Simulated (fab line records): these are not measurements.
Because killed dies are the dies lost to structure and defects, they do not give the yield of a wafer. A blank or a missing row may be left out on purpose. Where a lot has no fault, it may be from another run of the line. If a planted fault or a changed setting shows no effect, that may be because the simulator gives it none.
What tool caused it? + flow sky130 + Sampling: 11 lots, 33 wafers, 6 of 708 route steps

== WHAT THE GAUGES SHOWED, per wafer ==
The record holds no reading of a measuring or inspecting step that can be judged against a usual standard deviation.

== TOOL THAT RAN EACH LOT (tool first, then ch and the chambers of the sampled wafers, then the start) ==
| lot  | SKY_LOCAL_INTERCONNECT_ETCH_13   | SKY_CONTACT_ETCH_17               | SKY_CONTACT_ETCH_18                          | SKY_CONTACT_CVD_24           | SKY_METAL1_SPUTTER_02       | SKY_PAD_OPEN_PROBE_99   |
|------|----------------------------------|-----------------------------------|----------------------------------------------|------------------------------|-----------------------------|-------------------------|
| L668 | rieMetal-04 ch 0,1, day 30 15:54 | rieDiel-04 ch 0,2,3, day 31 21:16 | rieDiel-04 ch 0,2,3, day 31 22:00 or earlier | cvdW-02 ch 0,1, day 31 22:00 | pvdSputter-02, day 31 22:38 | prober-02, day 46 01:41 |
| L673 | rieMetal-02 ch 0,1, day 31 22:47 | rieDiel-04 ch 1,2, day 33 03:46   | rieDiel-04 ch 1,2, day 33 04:31 or earlier   | cvdW-02 ch 0,1, day 33 04:31 | pvdSputter-04, day 33 05:10 | prober-02, day 46 23:29 |
| L674 | rieMetal-02 ch 0, day 32 15:06   | rieDiel-02 ch 0,1,2, day 33 19:40 | rieDiel-02 ch 0,1,2, day 33 20:27 or earlier | cvdW-02 ch 0,1, day 33 20:27 | pvdSputter-04, day 33 21:05 | prober-02, day 47 11:12 |
| L677 | rieMetal-01 ch 0,1, day 33 04:23 | rieDiel-01 ch 0,2,3, day 34 08:40 | rieDiel-01 ch 0,2,3, day 34 09:26 or earlier | cvdW-02 ch 0,1, day 34 09:26 | pvdSputter-03, day 34 10:04 | prober-01, day 47 23:01 |
| L682 | rieMetal-01 ch 0,1, day 34 23:12 | rieDiel-04 ch 1,3, day 36 02:55   | rieDiel-04 ch 1,3, day 36 03:39 or earlier   | cvdW-01 ch 0,1, day 36 03:39 | pvdSputter-02, day 36 04:17 | prober-02, day 49 01:49 |
| L683 | rieMetal-01 ch 0,1, day 35 02:58 | rieDiel-04 ch 1,2, day 36 06:34   | rieDiel-04 ch 1,2, day 36 07:18 or earlier   | cvdW-01 ch 0,1, day 36 07:18 | pvdSputter-03, day 36 07:56 | prober-01, day 49 05:28 |
| L684 | rieMetal-02 ch 0,1, day 35 11:34 | rieDiel-02 ch 0,1, day 36 16:01   | rieDiel-02 ch 0,1, day 36 16:45 or earlier   | cvdW-02 ch 0,1, day 36 16:45 | pvdSputter-03, day 36 17:24 | prober-02, day 49 13:22 |
| L686 | rieMetal-01 ch 0,1, day 36 13:33 | rieDiel-02 ch 0,3, day 37 17:01   | rieDiel-02 ch 0,3, day 37 17:45 or earlier   | cvdW-01 ch 0, day 37 17:45   | pvdSputter-03, day 37 18:30 | prober-02, day 50 05:05 |
| L687 | rieMetal-04 ch 0,1, day 36 20:28 | rieDiel-01 ch 2,3, day 37 22:55   | rieDiel-01 ch 2,3, day 37 23:41 or earlier   | cvdW-01 ch 0, day 37 23:41   | pvdSputter-02, day 38 00:24 | prober-01, day 50 10:44 |
| L689 | rieMetal-02 ch 0,1, day 37 02:13 | rieDiel-01 ch 2,3, day 38 05:13   | rieDiel-01 ch 2,3, day 38 05:59 or earlier   | cvdW-01 ch 0,1, day 38 05:59 | pvdSputter-02, day 38 06:35 | prober-01, day 50 15:08 |
| L690 | rieMetal-02 ch 0,1, day 37 09:23 | rieDiel-02 ch 0,2,3, day 38 11:52 | rieDiel-02 ch 0,2,3, day 38 12:37 or earlier | cvdW-02 ch 0,1, day 38 12:37 | pvdSputter-02, day 38 13:16 | prober-02, day 50 17:36 |
- SKY_LOCAL_INTERCONNECT_ETCH_13: etches BARC in N2/H2, stops on SiO2, time 45.9 s, target depth 60 nm.
- SKY_CONTACT_ETCH_17: etches SiO2 in C4F8/O2/Ar, stops on Si3N4, target depth 340 nm.
- SKY_CONTACT_ETCH_18: etches Si3N4 in CHF3/O2, stops on TiN, time 39 s, target depth 75 nm.
- SKY_CONTACT_CVD_24: deposits W, target thk 340 nm, time 102.12 s.
- SKY_METAL1_SPUTTER_02: material AlCu, target thk 250 nm, time 13.3 s.
- SKY_PAD_OPEN_PROBE_99

== WHAT THE TOOLS THEMSELVES READ (means of the sampled wafers that have a number; where no wafer has one, the mark that the record gives instead) ==
SKY_LOCAL_INTERCONNECT_ETCH_13.
| lot  | tool        | drypumpMotorCurrentA (A) | oesProductAu (a.u.) | rfFwdPowerW (W) | throttleValvePct (%) |
|------|-------------|--------------------------|---------------------|-----------------|----------------------|
| L668 | rieMetal-04 | 5.7                      | 0.849               | 494.4           | 13.209               |
| L673 | rieMetal-02 | 6.0                      | 0.856               | 494.4           | 13.227               |
| L674 | rieMetal-02 | 6.0                      | 0.854               | 492.9           | 13.227               |
| L677 | rieMetal-01 | 6.6                      | 0.856               | 494.7           | 13.230               |
| L682 | rieMetal-01 | 6.6                      | 0.853               | 494.9           | 13.218               |
| L683 | rieMetal-01 | 6.6                      | 0.856               | 495.7           | 13.218               |
| L684 | rieMetal-02 | 6.0                      | 0.861               | 492.3           | 13.221               |
| L686 | rieMetal-01 | 6.6                      | 0.853               | 495.5           | 13.227               |
| L687 | rieMetal-04 | 5.8                      | 0.856               | 495.1           | 13.226               |
| L689 | rieMetal-02 | 5.9                      | 0.856               | 494.6           | 13.225               |
| L690 | rieMetal-02 | 6.0                      | 0.853               | 493.1           | 13.229               |

SKY_CONTACT_ETCH_17.
| lot  | tool       | oesProductAu (a.u.) | rfFwdPowerW (W) |
|------|------------|---------------------|-----------------|
| L668 | rieDiel-04 | 0.886               | 1485            |
| L673 | rieDiel-04 | 0.896               | 1493            |
| L674 | rieDiel-02 | 0.891               | 1487            |
| L677 | rieDiel-01 | 0.892               | 1488            |
| L682 | rieDiel-04 | 0.892               | 1649            |
| L683 | rieDiel-04 | 0.889               | 1565            |
| L684 | rieDiel-02 | 0.888               | 1493            |
| L686 | rieDiel-02 | 0.892               | 1488            |
| L687 | rieDiel-01 | 0.894               | 1490            |
| L689 | rieDiel-01 | 0.891               | 1490            |
| L690 | rieDiel-02 | 0.893               | 1490            |

SKY_CONTACT_ETCH_18.
| lot  | tool       | chf3FlowSccm (sccm) | drypumpMotorCurrentA (A) | oesProductAu (a.u.) | rfFwdPowerW (W) | throttleValvePct (%) |
|------|------------|---------------------|--------------------------|---------------------|-----------------|----------------------|
| L668 | rieDiel-04 | 49.92               | 6.1                      | 0.856               | 594.3           | 8.791                |
| L673 | rieDiel-04 | 49.92               | 5.7                      | 0.847               | 594.1           | 8.790                |
| L674 | rieDiel-02 | 50.09               | 5.6                      | 0.861               | 595.9           | 8.793                |
| L677 | rieDiel-01 | 50.14               | 5.3                      | 0.861               | 593.3           | 8.802                |
| L682 | rieDiel-04 | 49.77               | 5.8                      | 0.845               | 593.6           | 8.794                |
| L683 | rieDiel-04 | 50.10               | 5.7                      | 0.839               | 592.2           | 8.789                |
| L684 | rieDiel-02 | 49.94               | 5.8                      | 0.853               | 595.6           | 8.805                |
| L686 | rieDiel-02 | 49.91               | 6.2                      | 0.849               | 595.1           | 8.786                |
| L687 | rieDiel-01 | 50.07               | 5.0                      | 0.854               | 592.4           | 8.787                |
| L689 | rieDiel-01 | 50.07               | 5.0                      | 0.856               | 594.2           | 8.798                |
| L690 | rieDiel-02 | 49.96               | 5.9                      | 0.854               | 592.8           | 8.786                |

SKY_CONTACT_CVD_24.
| lot  | tool    | heaterPowerW (W) |
|------|---------|------------------|
| L668 | cvdW-02 | 876              |
| L673 | cvdW-02 | 889              |
| L674 | cvdW-02 | 901              |
| L677 | cvdW-02 | 873              |
| L682 | cvdW-01 | 891              |
| L683 | cvdW-01 | 868              |
| L684 | cvdW-02 | 894              |
| L686 | cvdW-01 | 823              |
| L687 | cvdW-01 | 838              |
| L689 | cvdW-01 | 901              |
| L690 | cvdW-02 | 908              |

SKY_METAL1_SPUTTER_02.
| lot  | tool          | throttleValvePct (%) |
|------|---------------|----------------------|
| L668 | pvdSputter-02 | 29.3                 |
| L673 | pvdSputter-04 | 28.4                 |
| L674 | pvdSputter-04 | 30.4                 |
| L677 | pvdSputter-03 | 29.6                 |
| L682 | pvdSputter-02 | 29.8                 |
| L683 | pvdSputter-03 | 29.4                 |
| L684 | pvdSputter-03 | 29.6                 |
| L686 | pvdSputter-03 | 30.1                 |
| L687 | pvdSputter-02 | 29.2                 |
| L689 | pvdSputter-02 | 29.7                 |
| L690 | pvdSputter-02 | 29.2                 |

SKY_PAD_OPEN_PROBE_99.
| lot  | tool      | killed_at_M0_to_M3 | killed_at_M4_up | killedAtContacts | killedAtFrontEnd | killedAtOther | killedDies | killedOnRim | killedOpen | killedShort |
|------|-----------|--------------------|-----------------|------------------|------------------|---------------|------------|-------------|------------|-------------|
| L668 | prober-02 | 47                 | 3.3             | 21               | 22               | 0.0           | 94         | 20          | 53         | 41          |
| L673 | prober-02 | 43                 | 4.0             | 20               | 16               | 0.0           | 84         | 17          | 48         | 36          |
| L674 | prober-02 | 45                 | 2.0             | 30               | 14               | 0.3           | 91         | 15          | 53         | 39          |
| L677 | prober-01 | 37                 | 1.0             | 23               | 20               | 0.3           | 81         | 14          | 47         | 34          |
| L682 | prober-02 | 47                 | 4.3             | 23               | 21               | 0.0           | 95         | 18          | 51         | 44          |
| L683 | prober-01 | 50                 | 2.3             | 16               | 11               | 0.3           | 80         | 14          | 44         | 35          |
| L684 | prober-02 | 48                 | 2.3             | 26               | 16               | 0.3           | 92         | 16          | 50         | 42          |
| L686 | prober-02 | 42                 | 2.3             | 27               | 15               | 1.3           | 88         | 18          | 48         | 38          |
| L687 | prober-01 | 41                 | 2.0             | 25               | 12               | 0.3           | 81         | 19          | 46         | 34          |
| L689 | prober-01 | 47                 | 3.3             | 22               | 14               | 0.7           | 87         | 20          | 48         | 38          |
| L690 | prober-02 | 36                 | 2.0             | 23               | 16               | 0.7           | 77         | 15          | 47         | 30          |

== THE ANSWER, worked out from the rows above alone ==
Rule: the lots themselves supply what counts as usual. Put in order of their means at a reading, lots are off if they are a third of the lots or fewer, leave a main group of 4 or more, and stand apart from it by a gap of 3 or more times the standard deviation of the main group's means; of several such gaps the widest counts. Not used: any main group whose means are identical at the precision the tables above print for the reading. Also off: a lot with no number at a reading for which 4 or more lots have one. Where the step has rows for the other lots, those lots are counted as sound. After the gauges, taken in route order, come the tools' own readings; for these a lot's mean is taken, as printed above. At the first step where some lot is off, the reading lying furthest off is the one used; lots without a number count as furthest.
Off at SKY_CONTACT_ETCH_17 (rfFwdPowerW): L682, L683. Mean 1489 W and standard deviation 2.5 in the main group.
A tool fits if, at that step or a process step before it, it ran every lot that is off, and no sound lot after the first of them. One candidate fits, namely rieDiel-04 at SKY_CONTACT_ETCH_17. Its last sound lot is L673 (day 33 03:46), its first lot that is off L682 (day 36 02:55): a fault that began between those two fits.
The tool's own readings at SKY_CONTACT_ETCH_17 bear it out: on the lots that are off they differ by more than 5 times the standard deviation of the sound lots' means. rfFwdPowerW reads 1607 W there against 1489 W on the sound lots.

== WHAT WAS PUT IN BY THE SIMULATOR ==
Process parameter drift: rieDiel-04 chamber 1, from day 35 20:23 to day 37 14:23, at SKY_CONTACT_ETCH_17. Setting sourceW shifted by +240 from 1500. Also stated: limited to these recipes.
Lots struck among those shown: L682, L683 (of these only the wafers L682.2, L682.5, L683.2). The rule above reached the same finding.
